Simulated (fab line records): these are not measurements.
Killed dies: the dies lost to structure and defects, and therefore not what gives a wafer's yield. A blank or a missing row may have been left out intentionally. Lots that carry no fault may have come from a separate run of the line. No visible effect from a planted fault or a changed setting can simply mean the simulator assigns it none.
Chamber matching / flow gf180mcu / cmp-01 running GF_CONTACT_CMP_27: 4 sister chambers
The step polishes, stops on SiO2, t overpolish 15 s, target thk 0 nm. 8 wafers are shown with their chamber, then 6 later ones without.

WAFERS, EACH WITH ITS CHAMBER
wafer=L411.2; chamber=3; motor_current_A (A)=9.6; time_to_endpoint_s (s)=78.2
wafer=L411.3; chamber=1; motor_current_A (A)=10.5; time_to_endpoint_s (s)=75.0
wafer=L412.3; chamber=1; motor_current_A (A)=10.2; time_to_endpoint_s (s)=75.0
wafer=L412.6; chamber=0; motor_current_A (A)=9.9; time_to_endpoint_s (s)=73.8
wafer=L417.5; chamber=2; motor_current_A (A)=9.4; time_to_endpoint_s (s)=76.8
wafer=L424.3; chamber=0; motor_current_A (A)=10.4; time_to_endpoint_s (s)=76.1
wafer=L424.5; chamber=3; motor_current_A (A)=9.7; time_to_endpoint_s (s)=76.5
wafer=L424.6; chamber=2; motor_current_A (A)=9.5; time_to_endpoint_s (s)=76.7

WAFERS WITH NO CHAMBER GIVEN
wafer=L429.3; motor_current_A (A)=10.1; time_to_endpoint_s (s)=77.9
wafer=L429.4; motor_current_A (A)=10.5; time_to_endpoint_s (s)=75.6
wafer=L429.6; motor_current_A (A)=10.2; time_to_endpoint_s (s)=74.3
wafer=L431.2; motor_current_A (A)=9.2; time_to_endpoint_s (s)=79.9
wafer=L431.3; motor_current_A (A)=10.4; time_to_endpoint_s (s)=81.7
wafer=L431.4; motor_current_A (A)=9.8; time_to_endpoint_s (s)=77.5

WHICH CHAMBER EACH ONE RAN IN
wafer=L429.3; from the rows above=can't be placed: 3 or 0 or 1 or 2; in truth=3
wafer=L429.4; from the rows above=can't be placed: 1 or 0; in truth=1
wafer=L429.6; from the rows above=can't be placed: 0 or 1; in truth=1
wafer=L431.2; from the rows above=can't be placed: 3 or 2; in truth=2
wafer=L431.3; from the rows above=can't be placed: 3 or 1 or 2 or 0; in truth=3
wafer=L431.4; from the rows above=can't be placed: 3 or 2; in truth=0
0 of 6 placed correctly. From these rows, 6 cannot be placed; in 5 the true chamber is one of the candidates. 0 placed wrongly.
How it was worked out, from the rows above alone: a wafer's distance from a chamber is the root of the sum, over the readings, of the square of ((its reading less the chamber's mean) divided by the reading's scatter). If the next closest chamber is less than 2 further off than the closest, the wafer can't be placed; otherwise it belongs to the closest. For every chamber, the mean is computed from those of its wafers that are shown. The scatter: the root of (the sum of the squares of (reading less its chamber's mean) over the shown wafers, divided by (wafers less chambers)).
